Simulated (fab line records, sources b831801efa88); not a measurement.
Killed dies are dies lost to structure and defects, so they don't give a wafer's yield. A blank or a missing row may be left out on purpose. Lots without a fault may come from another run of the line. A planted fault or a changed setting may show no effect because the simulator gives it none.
Which tool did it? | flow sky130 | 10 lots, 30 wafers sampled, at 6 steps of a route of 708

WHAT THE GAUGES READ, wafer by wafer
SKY_METAL4_OVL_MEAS_14.
lot  | measured     | on         | METAL4_OVL (nm)
L249 | day 42 09:58 | overlay-02 | -9 -9 -7
L251 | day 42 14:31 | overlay-01 | -11 -7 -6
L259 | day 45 10:10 | overlay-02 | 2 -4 -2
L260 | day 45 15:35 | overlay-02 | -1 -1 -2
L262 | day 45 21:41 | overlay-02 | 10 5 6
L265 | day 46 16:50 | overlay-02 | -6 1 -8
L267 | day 47 00:40 | overlay-01 | -5 -1 0
L268 | day 47 07:08 | overlay-01 | 2 -5 1
L269 | day 47 15:57 | overlay-02 | -1 -1 -3
L270 | day 47 18:57 | overlay-02 | -4 -1 -1

SKY_VIA4_RS_MEAS_19: measures by four-point-probe.
lot  | measured     | on            | VIA4_W_RS (ohm/sq)
L249 | day 43 11:13 | film_metro-01 | 0.2289 0.2232 0.2233
L251 | day 43 15:42 | film_metro-04 | 0.2235 0.2301 0.2239
L259 | day 46 11:31 | film_metro-01 | 0.2234 0.2250 0.2243
L260 | day 46 16:24 | film_metro-01 | 0.5162 0.2208 0.5076
L262 | day 46 21:30 | film_metro-03 | 0.5321 0.2242 0.5250
L265 | day 47 16:25 | film_metro-03 | 0.2274 0.2288 0.2308
L267 | day 47 22:57 | film_metro-01 | 0.2277 0.2266 0.2296
L268 | day 48 04:31 | film_metro-03 | 0.2244 0.2312 0.2274
L269 | day 48 13:29 | film_metro-03 | 0.2276 0.2259 0.2274
L270 | day 48 19:29 | film_metro-04 | 0.2312 0.2306 0.2304

SKY_VIA4_THK_MEAS_20: measures by xrf.
lot  | measured     | on            | VIA4_W_THK (nm)
L249 | day 43 11:20 | film_metro-01 | 520 538 536
L251 | day 43 15:48 | film_metro-04 | 535 520 533
L259 | day 46 11:38 | film_metro-01 | 542 534 535
L260 | day 46 16:30 | film_metro-01 | 231 549 234
L262 | day 46 21:37 | film_metro-03 | 223 529 226
L265 | day 47 16:32 | film_metro-03 | 515 514 507
L267 | day 47 23:04 | film_metro-01 | 529 529 526
L268 | day 48 04:38 | film_metro-03 | 531 516 524
L269 | day 48 13:36 | film_metro-03 | 521 528 527
L270 | day 48 19:36 | film_metro-04 | 510 513 508

WHICH TOOL RAN EACH LOT (tool, then ch and the chambers of the sampled wafers, then the start)
lot  | SKY_METAL4_METAL_ETCH_18          | SKY_VIA4_SPUTTER_17          | SKY_VIA4_CVD_18
L249 | rie_metal-03 ch 0,1, day 42 10:17 | pvd_sputter-03, day 43 11:00 | cvd_w-02 ch 0,1, day 43 11:04
L251 | rie_metal-02 ch 0, day 42 14:49   | pvd_sputter-03, day 43 15:26 | cvd_w-02 ch 0,1, day 43 15:34
L259 | rie_metal-02 ch 1, day 45 10:21   | pvd_sputter-03, day 46 11:18 | cvd_w-01 ch 1, day 46 11:22
L260 | rie_metal-03 ch 0,1, day 45 15:49 | pvd_sputter-04, day 46 16:09 | cvd_w-02 ch 0,1, day 46 16:16
L262 | rie_metal-02 ch 1, day 45 21:55   | pvd_sputter-03, day 46 21:16 | cvd_w-02 ch 0,1, day 46 21:19
L265 | rie_metal-01 ch 1, day 46 17:01   | pvd_sputter-04, day 47 16:11 | cvd_w-01 ch 0,1, day 47 16:14
L267 | rie_metal-03 ch 0,1, day 47 00:50 | pvd_sputter-02, day 47 22:43 | cvd_w-01 ch 0, day 47 22:47
L268 | rie_metal-02 ch 0, day 47 07:19   | pvd_sputter-03, day 48 04:17 | cvd_w-01 ch 0,1, day 48 04:21
L269 | rie_metal-01 ch 0,1, day 47 16:08 | pvd_sputter-03, day 48 13:16 | cvd_w-01 ch 0,1, day 48 13:20
L270 | rie_metal-01 ch 0,1, day 47 19:08 | pvd_sputter-03, day 48 19:16 | cvd_w-01 ch 0,1, day 48 19:20
- SKY_METAL4_METAL_ETCH_18: etches the open film in Cl2/BCl3, stops on SiO2, target depth 845 nm, time 183.1 s.
- SKY_VIA4_SPUTTER_17: material TiN, target thk 20 nm, time 80 s.
- SKY_VIA4_CVD_18: deposits W, target thk 505 nm, time 152.14 s.

WHAT THE TOOLS THEMSELVES READ (means of the sampled wafers that have a number; where no wafer has one, the mark that the record gives instead)
SKY_METAL4_METAL_ETCH_18.
lot  | tool         | drypump_motor_current_A (A) | oes_product_au (a.u.) | throttle_valve_pct (%)
L249 | rie_metal-03 | 6.4                         | 0.865                 | 22.271
L251 | rie_metal-02 | 6.2                         | 0.868                 | 22.272
L259 | rie_metal-02 | 5.5                         | 0.866                 | 22.273
L260 | rie_metal-03 | 6.3                         | 0.863                 | 22.268
L262 | rie_metal-02 | 5.6                         | 0.872                 | 22.260
L265 | rie_metal-01 | 6.2                         | 0.866                 | 22.264
L267 | rie_metal-03 | 6.4                         | 0.863                 | 22.262
L268 | rie_metal-02 | 6.2                         | 0.864                 | 22.268
L269 | rie_metal-01 | 5.9                         | 0.868                 | 22.268
L270 | rie_metal-01 | 6.0                         | 0.862                 | 22.269

SKY_VIA4_SPUTTER_17.
lot  | tool           | throttle_valve_pct (%)
L249 | pvd_sputter-03 | 28.9
L251 | pvd_sputter-03 | 28.8
L259 | pvd_sputter-03 | 29.8
L260 | pvd_sputter-04 | 29.5
L262 | pvd_sputter-03 | 29.4
L265 | pvd_sputter-04 | 31.1
L267 | pvd_sputter-02 | 30.8
L268 | pvd_sputter-03 | 29.5
L269 | pvd_sputter-03 | 29.5
L270 | pvd_sputter-03 | 29.5

SKY_VIA4_CVD_18.
lot  | tool     | heater_power_w (W)
L249 | cvd_w-02 | 780
L251 | cvd_w-02 | 788
L259 | cvd_w-01 | 858
L260 | cvd_w-02 | 749
L262 | cvd_w-02 | 740
L265 | cvd_w-01 | 824
L267 | cvd_w-01 | 772
L268 | cvd_w-01 | 831
L269 | cvd_w-01 | 834
L270 | cvd_w-01 | 799

THE ANSWER, worked out from the rows above alone
Rule: what is usual is taken from the lots themselves. Put in order of their means at a reading, lots are off if they are a third of the lots or fewer, leave a main group of 4 or more, and stand apart from it by a gap of 3 or more times the standard deviation of the main group's means; of several such gaps the widest counts. A main group whose means are all the same, to the digits that the tables above print for the reading, isn't used. A lot without any number at a reading at which 4 lots or more have one is off too. The other lots that the step has rows for count as sound. The gauges are gone through in route order, then the tools' own readings, and for those a lot's mean is taken as printed above. The first step at which some lot is off is used, and at that step the reading that is off furthest; a lot without a number counts as furthest.
Off: L260, L262, at SKY_VIA4_RS_MEAS_19 (VIA4_W_RS). The main group: mean 0.2272 ohm/sq, standard deviation 0.002.
A tool fits if, at a process step before that reading, it ran every lot that is off, and no sound lot after the first of them. The gauges at SKY_VIA4_RS_MEAS_19 are tried like those tools. One fits: cvd_w-02 at SKY_VIA4_CVD_18. Its last sound lot is L251 (day 43 15:34), its first lot that is off L260 (day 46 16:16): a fault that began between those two fits.

WHAT THE SIMULATOR HAD PUT IN
Process parameter drift: cvd_w-02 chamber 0, from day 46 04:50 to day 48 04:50, at SKY_VIA4_CVD_18. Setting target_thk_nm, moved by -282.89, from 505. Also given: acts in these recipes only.
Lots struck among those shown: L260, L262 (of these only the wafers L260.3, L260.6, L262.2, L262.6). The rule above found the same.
